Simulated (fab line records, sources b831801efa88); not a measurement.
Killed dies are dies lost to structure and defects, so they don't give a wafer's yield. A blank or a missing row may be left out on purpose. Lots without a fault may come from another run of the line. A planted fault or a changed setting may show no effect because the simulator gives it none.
A sampling plan put to the test | flow sky130 | one fab line, 51 faults that these records tell of, each judged on the records of the lots that it struck
The plan is the line's own looks: the steps of the route at which a gauge or an inspection reads the wafer and doesn't change it. A look can be judged if struck wafers have a number there and the file gives its usual mean and standard deviation on fault-free wafers. Caught: at a look after the fault's first step, the mean of the struck wafers lies 4 or more of those standard deviations (sigma) from the usual mean. On the tool: the same test on the tool's own readings at the fault's steps. Another recipe on the struck wafers, or a record that is blank for them alone, also counts as caught.

THE FAULTS, as the simulator had put them in
1. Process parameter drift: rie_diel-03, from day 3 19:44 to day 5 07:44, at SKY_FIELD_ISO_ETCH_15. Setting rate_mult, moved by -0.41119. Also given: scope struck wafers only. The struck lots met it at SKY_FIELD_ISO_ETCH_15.
2. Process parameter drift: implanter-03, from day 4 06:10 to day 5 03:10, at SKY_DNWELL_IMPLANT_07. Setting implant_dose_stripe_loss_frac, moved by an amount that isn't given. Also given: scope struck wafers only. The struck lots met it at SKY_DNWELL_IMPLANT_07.
3. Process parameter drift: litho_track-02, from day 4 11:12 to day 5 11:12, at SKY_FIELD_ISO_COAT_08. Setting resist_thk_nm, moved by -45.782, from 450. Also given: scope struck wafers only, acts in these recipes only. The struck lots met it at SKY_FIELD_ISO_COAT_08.
4. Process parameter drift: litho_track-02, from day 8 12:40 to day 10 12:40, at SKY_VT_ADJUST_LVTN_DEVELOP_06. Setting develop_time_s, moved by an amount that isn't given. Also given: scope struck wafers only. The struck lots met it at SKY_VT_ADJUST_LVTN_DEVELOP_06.
5. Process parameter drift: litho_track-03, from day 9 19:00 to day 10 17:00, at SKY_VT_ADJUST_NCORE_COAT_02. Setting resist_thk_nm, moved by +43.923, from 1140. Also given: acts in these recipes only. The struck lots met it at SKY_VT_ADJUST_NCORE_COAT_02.
6. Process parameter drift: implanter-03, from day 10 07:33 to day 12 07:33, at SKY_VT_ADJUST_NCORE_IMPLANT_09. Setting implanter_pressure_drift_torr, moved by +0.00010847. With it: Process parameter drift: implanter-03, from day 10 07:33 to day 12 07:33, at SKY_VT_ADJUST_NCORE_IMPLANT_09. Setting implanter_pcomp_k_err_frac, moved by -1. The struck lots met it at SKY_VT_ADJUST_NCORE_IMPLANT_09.
7. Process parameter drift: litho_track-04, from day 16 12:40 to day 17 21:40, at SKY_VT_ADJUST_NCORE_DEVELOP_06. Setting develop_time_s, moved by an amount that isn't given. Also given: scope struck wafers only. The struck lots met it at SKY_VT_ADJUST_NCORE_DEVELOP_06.
8. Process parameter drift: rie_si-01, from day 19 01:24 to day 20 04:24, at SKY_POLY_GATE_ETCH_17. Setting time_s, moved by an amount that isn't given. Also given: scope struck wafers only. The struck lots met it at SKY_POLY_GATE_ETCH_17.
9. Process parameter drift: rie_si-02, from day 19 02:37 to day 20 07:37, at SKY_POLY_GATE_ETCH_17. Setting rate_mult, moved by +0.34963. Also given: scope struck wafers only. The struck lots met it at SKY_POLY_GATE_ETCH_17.
10. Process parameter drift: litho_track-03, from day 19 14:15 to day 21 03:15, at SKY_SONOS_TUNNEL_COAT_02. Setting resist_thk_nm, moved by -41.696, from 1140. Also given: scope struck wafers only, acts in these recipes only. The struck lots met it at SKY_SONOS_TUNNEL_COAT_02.
11. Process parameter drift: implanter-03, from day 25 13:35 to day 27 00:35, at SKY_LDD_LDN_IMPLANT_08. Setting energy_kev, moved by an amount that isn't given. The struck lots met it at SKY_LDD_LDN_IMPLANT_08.
12. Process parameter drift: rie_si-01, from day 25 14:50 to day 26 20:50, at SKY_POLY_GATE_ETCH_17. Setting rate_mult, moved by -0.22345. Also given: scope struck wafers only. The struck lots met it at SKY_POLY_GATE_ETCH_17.
13. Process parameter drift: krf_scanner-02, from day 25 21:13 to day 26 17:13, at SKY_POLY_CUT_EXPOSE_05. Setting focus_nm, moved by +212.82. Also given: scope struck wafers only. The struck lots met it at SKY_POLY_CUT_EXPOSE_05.
14. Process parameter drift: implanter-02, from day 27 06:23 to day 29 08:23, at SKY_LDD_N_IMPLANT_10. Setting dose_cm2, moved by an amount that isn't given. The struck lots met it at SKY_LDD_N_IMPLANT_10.
15. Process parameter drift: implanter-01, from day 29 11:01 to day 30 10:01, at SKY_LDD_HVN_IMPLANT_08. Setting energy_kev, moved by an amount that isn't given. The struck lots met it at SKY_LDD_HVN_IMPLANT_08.
16. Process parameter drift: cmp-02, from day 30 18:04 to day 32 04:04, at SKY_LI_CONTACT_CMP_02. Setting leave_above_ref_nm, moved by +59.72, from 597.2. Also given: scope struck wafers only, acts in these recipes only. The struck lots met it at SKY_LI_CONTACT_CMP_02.
17. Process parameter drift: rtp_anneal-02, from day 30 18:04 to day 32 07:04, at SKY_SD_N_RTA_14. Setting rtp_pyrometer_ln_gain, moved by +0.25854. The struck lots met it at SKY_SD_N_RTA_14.
18. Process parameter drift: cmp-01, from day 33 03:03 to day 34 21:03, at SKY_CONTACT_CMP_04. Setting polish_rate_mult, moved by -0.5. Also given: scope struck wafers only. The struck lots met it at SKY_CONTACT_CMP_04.
19. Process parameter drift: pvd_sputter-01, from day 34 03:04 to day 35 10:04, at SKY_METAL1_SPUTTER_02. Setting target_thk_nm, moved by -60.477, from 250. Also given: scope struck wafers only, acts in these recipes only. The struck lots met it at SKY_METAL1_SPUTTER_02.
20. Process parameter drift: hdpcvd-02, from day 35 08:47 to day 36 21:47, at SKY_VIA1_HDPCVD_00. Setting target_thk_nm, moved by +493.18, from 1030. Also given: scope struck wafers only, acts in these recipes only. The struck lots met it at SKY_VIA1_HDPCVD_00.
21. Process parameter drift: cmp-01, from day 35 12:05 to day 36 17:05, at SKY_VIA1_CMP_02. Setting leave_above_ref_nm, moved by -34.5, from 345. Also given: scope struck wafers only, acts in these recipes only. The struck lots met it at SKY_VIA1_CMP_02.
22. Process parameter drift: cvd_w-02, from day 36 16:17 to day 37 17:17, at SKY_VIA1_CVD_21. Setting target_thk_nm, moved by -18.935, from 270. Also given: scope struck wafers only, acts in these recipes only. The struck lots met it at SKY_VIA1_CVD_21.
23. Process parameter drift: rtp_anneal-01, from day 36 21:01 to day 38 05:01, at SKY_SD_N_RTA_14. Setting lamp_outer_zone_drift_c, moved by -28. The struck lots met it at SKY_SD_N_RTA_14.
24. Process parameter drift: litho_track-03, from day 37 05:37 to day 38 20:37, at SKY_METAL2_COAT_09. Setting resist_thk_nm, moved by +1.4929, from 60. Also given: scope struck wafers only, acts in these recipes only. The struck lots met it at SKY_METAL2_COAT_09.
25. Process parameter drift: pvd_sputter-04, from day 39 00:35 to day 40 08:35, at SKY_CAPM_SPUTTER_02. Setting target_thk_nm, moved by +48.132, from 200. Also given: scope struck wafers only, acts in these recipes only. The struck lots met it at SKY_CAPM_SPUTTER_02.
26. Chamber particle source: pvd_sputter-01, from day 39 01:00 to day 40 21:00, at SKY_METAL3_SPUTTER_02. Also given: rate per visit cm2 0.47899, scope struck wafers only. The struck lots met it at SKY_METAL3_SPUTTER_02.
27. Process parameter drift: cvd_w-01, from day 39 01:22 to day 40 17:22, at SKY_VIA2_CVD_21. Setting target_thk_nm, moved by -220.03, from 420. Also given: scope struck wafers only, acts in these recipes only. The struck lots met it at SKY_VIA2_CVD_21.
28. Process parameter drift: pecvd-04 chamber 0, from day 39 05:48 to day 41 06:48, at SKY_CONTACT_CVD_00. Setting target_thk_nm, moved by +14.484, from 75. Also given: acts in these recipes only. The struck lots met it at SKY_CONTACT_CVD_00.
29. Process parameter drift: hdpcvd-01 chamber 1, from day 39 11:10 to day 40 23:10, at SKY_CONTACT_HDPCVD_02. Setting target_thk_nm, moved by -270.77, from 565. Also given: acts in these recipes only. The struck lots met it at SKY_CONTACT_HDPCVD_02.
30. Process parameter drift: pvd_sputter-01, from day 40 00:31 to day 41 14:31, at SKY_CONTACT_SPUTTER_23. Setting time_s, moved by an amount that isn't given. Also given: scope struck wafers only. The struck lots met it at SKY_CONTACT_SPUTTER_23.
31. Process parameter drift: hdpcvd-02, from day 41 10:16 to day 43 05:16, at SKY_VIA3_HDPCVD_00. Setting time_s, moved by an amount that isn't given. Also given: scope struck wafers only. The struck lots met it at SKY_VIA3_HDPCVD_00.
32. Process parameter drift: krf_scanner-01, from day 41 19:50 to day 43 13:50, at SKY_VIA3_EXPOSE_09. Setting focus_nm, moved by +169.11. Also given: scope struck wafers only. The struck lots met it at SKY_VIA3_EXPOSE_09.
33. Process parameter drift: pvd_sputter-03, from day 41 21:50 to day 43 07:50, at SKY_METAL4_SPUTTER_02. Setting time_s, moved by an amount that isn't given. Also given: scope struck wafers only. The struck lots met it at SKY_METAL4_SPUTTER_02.
34. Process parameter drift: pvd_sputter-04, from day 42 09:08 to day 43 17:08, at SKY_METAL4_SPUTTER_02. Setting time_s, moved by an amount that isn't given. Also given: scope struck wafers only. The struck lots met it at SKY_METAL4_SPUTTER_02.
35. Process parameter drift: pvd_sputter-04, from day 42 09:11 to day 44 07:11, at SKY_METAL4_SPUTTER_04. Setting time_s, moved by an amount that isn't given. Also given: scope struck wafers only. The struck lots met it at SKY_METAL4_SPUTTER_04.
36. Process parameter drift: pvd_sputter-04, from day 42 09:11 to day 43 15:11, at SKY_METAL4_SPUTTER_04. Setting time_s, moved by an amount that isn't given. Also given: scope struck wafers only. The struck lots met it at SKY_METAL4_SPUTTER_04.
37. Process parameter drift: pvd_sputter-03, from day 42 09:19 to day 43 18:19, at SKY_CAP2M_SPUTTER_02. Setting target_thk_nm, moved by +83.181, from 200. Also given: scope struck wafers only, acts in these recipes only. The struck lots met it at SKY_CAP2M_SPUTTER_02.
38. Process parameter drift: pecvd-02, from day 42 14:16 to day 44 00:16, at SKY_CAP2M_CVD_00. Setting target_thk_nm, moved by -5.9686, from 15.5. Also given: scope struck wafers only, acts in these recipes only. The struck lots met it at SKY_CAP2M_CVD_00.
39. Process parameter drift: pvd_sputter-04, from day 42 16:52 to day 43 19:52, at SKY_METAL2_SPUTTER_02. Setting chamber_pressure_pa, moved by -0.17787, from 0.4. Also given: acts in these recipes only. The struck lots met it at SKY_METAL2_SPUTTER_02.
40. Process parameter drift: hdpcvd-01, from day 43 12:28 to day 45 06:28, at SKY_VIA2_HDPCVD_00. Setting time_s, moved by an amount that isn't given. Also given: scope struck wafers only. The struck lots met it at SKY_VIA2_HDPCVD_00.
41. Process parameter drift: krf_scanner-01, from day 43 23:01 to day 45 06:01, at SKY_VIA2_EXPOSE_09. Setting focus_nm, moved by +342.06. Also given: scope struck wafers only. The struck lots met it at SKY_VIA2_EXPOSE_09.
42. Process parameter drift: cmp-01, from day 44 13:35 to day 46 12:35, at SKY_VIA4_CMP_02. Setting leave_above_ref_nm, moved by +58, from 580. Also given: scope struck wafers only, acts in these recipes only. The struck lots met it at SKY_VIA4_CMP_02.
43. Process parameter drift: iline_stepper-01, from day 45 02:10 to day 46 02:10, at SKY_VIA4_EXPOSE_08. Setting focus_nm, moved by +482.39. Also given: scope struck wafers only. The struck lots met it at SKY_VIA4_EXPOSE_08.
44. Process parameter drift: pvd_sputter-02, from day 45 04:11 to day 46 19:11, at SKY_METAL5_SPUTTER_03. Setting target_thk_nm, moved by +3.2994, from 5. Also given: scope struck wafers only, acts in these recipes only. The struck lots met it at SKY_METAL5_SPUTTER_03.
45. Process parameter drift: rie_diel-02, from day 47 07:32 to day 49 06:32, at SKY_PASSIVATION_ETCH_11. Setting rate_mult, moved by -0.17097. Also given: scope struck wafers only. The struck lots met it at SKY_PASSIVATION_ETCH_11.
46. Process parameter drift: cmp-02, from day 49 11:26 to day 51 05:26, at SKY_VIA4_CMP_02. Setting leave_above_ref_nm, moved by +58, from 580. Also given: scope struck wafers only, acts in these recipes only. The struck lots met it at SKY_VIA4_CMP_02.
47. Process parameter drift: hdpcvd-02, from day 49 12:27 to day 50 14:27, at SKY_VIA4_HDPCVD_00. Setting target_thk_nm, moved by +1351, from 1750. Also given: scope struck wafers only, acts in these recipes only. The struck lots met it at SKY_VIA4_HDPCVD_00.
48. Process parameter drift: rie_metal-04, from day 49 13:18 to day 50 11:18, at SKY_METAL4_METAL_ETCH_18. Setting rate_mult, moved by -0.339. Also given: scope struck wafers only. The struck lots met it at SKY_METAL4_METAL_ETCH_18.
49. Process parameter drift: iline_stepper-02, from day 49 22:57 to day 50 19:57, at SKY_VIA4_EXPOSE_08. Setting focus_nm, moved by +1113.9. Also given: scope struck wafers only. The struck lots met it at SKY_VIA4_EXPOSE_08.
50. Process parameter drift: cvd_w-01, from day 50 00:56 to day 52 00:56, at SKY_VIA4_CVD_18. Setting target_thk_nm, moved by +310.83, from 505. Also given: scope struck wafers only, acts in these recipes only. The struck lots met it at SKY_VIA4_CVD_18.
51. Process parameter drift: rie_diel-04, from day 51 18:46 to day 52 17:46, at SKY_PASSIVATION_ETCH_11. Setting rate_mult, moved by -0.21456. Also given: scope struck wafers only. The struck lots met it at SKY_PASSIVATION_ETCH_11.

WHAT THE PLAN SAW
fault | on the tool itself                            | first look that catches it                      | reading, sigma                                    | median hours from its first step to that look | hours from the fault's start to the first struck lot there | judged looks passed uncaught
1     | oes_product_au -28 sigma                      | no look after it can be judged                  | -                                                 | -                                             | -                                                          | 0
2     | no reading that can be judged                 | none of the 5 looks that can be judged after it | -                                                 | -                                             | -                                                          | 5
3     | no reading that can be judged                 | no look after it can be judged                  | -                                                 | -                                             | -                                                          | 0
4     | under 2 sigma                                 | SKY_VT_ADJUST_LVTN_TW_MEAS_10                   | VT_ADJUST_LVTN_TW -99 or beyond                   | 0.6                                           | 1                                                          | 0
5     | no reading that can be judged                 | not the one look that can be judged after it    | -                                                 | -                                             | -                                                          | 1
6     | end_station_pressure_torr +99 or beyond sigma | SKY_VT_ADJUST_NCORE_TW_MEAS_11                  | VT_ADJUST_NCORE_TW +5.2                           | 0.2                                           | 0                                                          | 0
7     | no reading that can be judged                 | SKY_VT_ADJUST_NCORE_CD_MEAS_07                  | cd_nm -45                                         | 0.1                                           | 1                                                          | 0
8     | run_length_s +31 sigma                        | no look after it can be judged                  | -                                                 | -                                             | -                                                          | 0
9     | only faintly: oes_product_au +2.0 sigma       | no look after it can be judged                  | -                                                 | -                                             | -                                                          | 0
10    | no reading that can be judged                 | not the one look that can be judged after it    | -                                                 | -                                             | -                                                          | 1
11    | beam_energy_keV +99 or beyond sigma           | no look after it can be judged                  | -                                                 | -                                             | -                                                          | 0
12    | oes_product_au -16 sigma                      | not the one look that can be judged after it    | -                                                 | -                                             | -                                                          | 1
13    | no reading that can be judged                 | not the one look that can be judged after it    | strongest: cd_nm at SKY_POLY_CUT_CD_MEAS_08, -3.2 | -                                             | -                                                          | 1
14    | dose_ions_cm2 +99 or beyond sigma             | SKY_LDD_N_TW_MEAS_17                            | LDD_N_TW +8.4                                     | 1.0                                           | 3                                                          | 0
15    | beam_energy_keV -99 or beyond sigma           | SKY_LDD_HVN_TW_MEAS_10                          | LDD_HVN_TW -11                                    | 0.2                                           | 9                                                          | 0
16    | under 2 sigma                                 | none of the 2 looks that can be judged after it | -                                                 | -                                             | -                                                          | 2
17    | lamp_power_pct -17 sigma                      | SKY_SD_N_RS_MEAS_16                             | SD_N_RS +41                                       | 0.2                                           | 2                                                          | 0
18    | time_to_endpoint_s +4.2 sigma                 | not the one look that can be judged after it    | -                                                 | -                                             | -                                                          | 1
19    | under 2 sigma                                 | SKY_METAL1_RS_MEAS_05                           | METAL1_ALCU_RS +24                                | 0.1                                           | 0                                                          | 0
20    | no reading that can be judged                 | SKY_VIA1_THK_MEAS_01                            | VIA1_HDPCVD_THK +41                               | 0.1                                           | 2                                                          | 0
21    | under 2 sigma                                 | not the one look that can be judged after it    | -                                                 | -                                             | -                                                          | 1
22    | under 2 sigma                                 | SKY_VIA1_RS_MEAS_22                             | VIA1_W_RS +8.2                                    | 0.1                                           | 0                                                          | 0
23    | under 2 sigma                                 | SKY_SD_N_RS_MEAS_16                             | SD_N_RS +24                                       | 0.2                                           | 2                                                          | 0
24    | no reading that can be judged                 | none of the 2 looks that can be judged after it | -                                                 | -                                             | -                                                          | 2
25    | under 2 sigma                                 | SKY_CAPM_RS_MEAS_03                             | CAPM_TIN_RS -14                                   | 0.1                                           | 1                                                          | 0
26    | under 2 sigma                                 | none of the 2 looks that can be judged after it | -                                                 | -                                             | -                                                          | 2
27    | under 2 sigma                                 | SKY_VIA2_RS_MEAS_22                             | VIA2_W_RS +99 or beyond                           | 0.1                                           | 1                                                          | 0
28    | under 2 sigma                                 | SKY_CONTACT_THK_MEAS_01                         | CONTACT_CVD_00_THK +10                            | 0.0                                           | 5                                                          | 0
29    | no reading that can be judged                 | SKY_CONTACT_THK_MEAS_03                         | CONTACT_HDPCVD_THK -47                            | 0.1                                           | 1                                                          | 0
30    | under 2 sigma                                 | no look after it can be judged                  | -                                                 | -                                             | -                                                          | 0
31    | run_length_s -46 sigma                        | SKY_VIA3_THK_MEAS_01                            | VIA3_HDPCVD_THK -7.4                              | 0.2                                           | 3                                                          | 0
32    | no reading that can be judged                 | SKY_VIA3_CD_MEAS_12                             | cd_nm -6.6                                        | 12.6                                          | 20                                                         | 0
33    | under 2 sigma                                 | no look after it can be judged                  | -                                                 | -                                             | -                                                          | 0
34    | under 2 sigma                                 | no look after it can be judged                  | -                                                 | -                                             | -                                                          | 0
35    | under 2 sigma                                 | no look after it can be judged                  | -                                                 | -                                             | -                                                          | 0
36    | under 2 sigma                                 | no look after it can be judged                  | -                                                 | -                                             | -                                                          | 0
37    | under 2 sigma                                 | SKY_CAP2M_RS_MEAS_03                            | CAP2M_TIN_RS -22                                  | 0.1                                           | 8                                                          | 0
38    | under 2 sigma                                 | SKY_CAP2M_THK_MEAS_01                           | CAP2M_CVD_00_THK -23                              | 0.0                                           | 3                                                          | 0
39    | chamber_pressure_pa -99 or beyond sigma       | SKY_METAL2_RS_MEAS_05                           | METAL2_ALCU_RS -10                                | 0.1                                           | 2                                                          | 0
40    | run_length_s -24 sigma                        | SKY_VIA2_THK_MEAS_01                            | VIA2_HDPCVD_THK -4.3                              | 0.1                                           | 8                                                          | 0
41    | no reading that can be judged                 | SKY_VIA2_CD_MEAS_12                             | cd_nm -26                                         | 12.0                                          | 18                                                         | 0
42    | under 2 sigma                                 | no look after it can be judged                  | -                                                 | -                                             | -                                                          | 0
43    | under 2 sigma                                 | not the one look that can be judged after it    | -                                                 | -                                             | -                                                          | 1
44    | under 2 sigma                                 | no look after it can be judged                  | -                                                 | -                                             | -                                                          | 0
45    | oes_product_au -10 sigma                      | no look after it can be judged                  | -                                                 | -                                             | -                                                          | 0
46    | under 2 sigma                                 | no look after it can be judged                  | -                                                 | -                                             | -                                                          | 0
47    | no reading that can be judged                 | SKY_VIA4_THK_MEAS_01                            | VIA4_HDPCVD_THK +67                               | 0.2                                           | 1                                                          | 0
48    | oes_product_au -13 sigma                      | no look after it can be judged                  | -                                                 | -                                             | -                                                          | 0
49    | no reading that can be judged                 | none of the 2 looks that can be judged after it | -                                                 | -                                             | -                                                          | 2
50    | under 2 sigma                                 | SKY_VIA4_RS_MEAS_19                             | VIA4_W_RS -28                                     | 0.2                                           | 5                                                          | 0
51    | oes_product_au -12 sigma                      | no look after it can be judged                  | -                                                 | -                                             | -                                                          | 0
A dash: the fault isn't caught, or these records don't give the number.

Caught at a look: 23 of 51. Caught on the tool: 15 of 51. By one or the other: 31 of 51.
Caught on the tool alone: faults 1, 8, 11, 12, 18, 45, 48, 51.
Caught at a look alone: faults 4, 7, 19, 20, 22, 23, 25, 27, 28, 29, 32, 37, 38, 41, 47, 50.
Caught by neither: faults 2, 3, 5, 9, 10, 13, 16, 21, 24, 26, 30, 33, 34, 35, 36, 42, 43, 44, 46, 49.

THINNER SAMPLING
If the look that catches a fault measured only every second or every third lot, by lot number, the first struck lot would be measured this late in the worst case:
fault | struck lots at that look, in order of time | every lot | every second lot | every third lot
4     | L481, L482, L484                           | 1 h       | 2 h              | may miss all 3
6     | L994, L995                                 | 0 h       | 1 h              | may miss all 2
7     | L535, L533                                 | 1 h       | may miss all 2   | may miss all 2
14    | L156, L159, L161                           | 3 h       | 5 h              | may miss all 3
15    | L666, L665                                 | 9 h       | 10 h             | may miss all 2
17    | L121, L120                                 | 2 h       | 5 h              | may miss all 2
19    | L647, L648                                 | 0 h       | 4 h              | may miss all 2
20    | L171, L172, L175                           | 2 h       | 4 h              | may miss all 3
22    | L797, L800, L802                           | 0 h       | 3 h              | may miss all 3
23    | L879, L878                                 | 2 h       | 5 h              | may miss all 2
25    | L981, L979, L982                           | 1 h       | 4 h              | may miss all 3
27    | L230                                       | 1 h       | may miss it      | may miss it
28    | L440                                       | 5 h       | may miss it      | may miss it
29    | L795, L797                                 | 1 h       | may miss all 2   | may miss all 2
31    | L468, L467                                 | 3 h       | 4 h              | may miss all 2
32    | L351, L352                                 | 20 h      | 20 h             | may miss all 2
37    | L653                                       | 8 h       | may miss it      | may miss it
38    | L369, L368                                 | 3 h       | 4 h              | may miss all 2
39    | L571, L573                                 | 2 h       | may miss all 2   | may miss all 2
40    | L883, L885                                 | 8 h       | may miss all 2   | may miss all 2
41    | L725, L727                                 | 18 h      | may miss all 2   | may miss all 2
47    | L808                                       | 1 h       | may miss it      | may miss it
50    | L441, L442                                 | 5 h       | 9 h              | may miss all 2
Hours are from the fault's start to the first struck lot that is measured. The limit of 4 sigma was tested on all struck wafers together, so one lot alone may lie under it. Other struck lots may not be in these records.

THE LONGEST TIMED WAY FROM STEP TO LOOK
Fault 32: a median of 12.6 hours passes between SKY_VIA3_EXPOSE_09 and SKY_VIA3_CD_MEAS_12. No look between them can be judged.
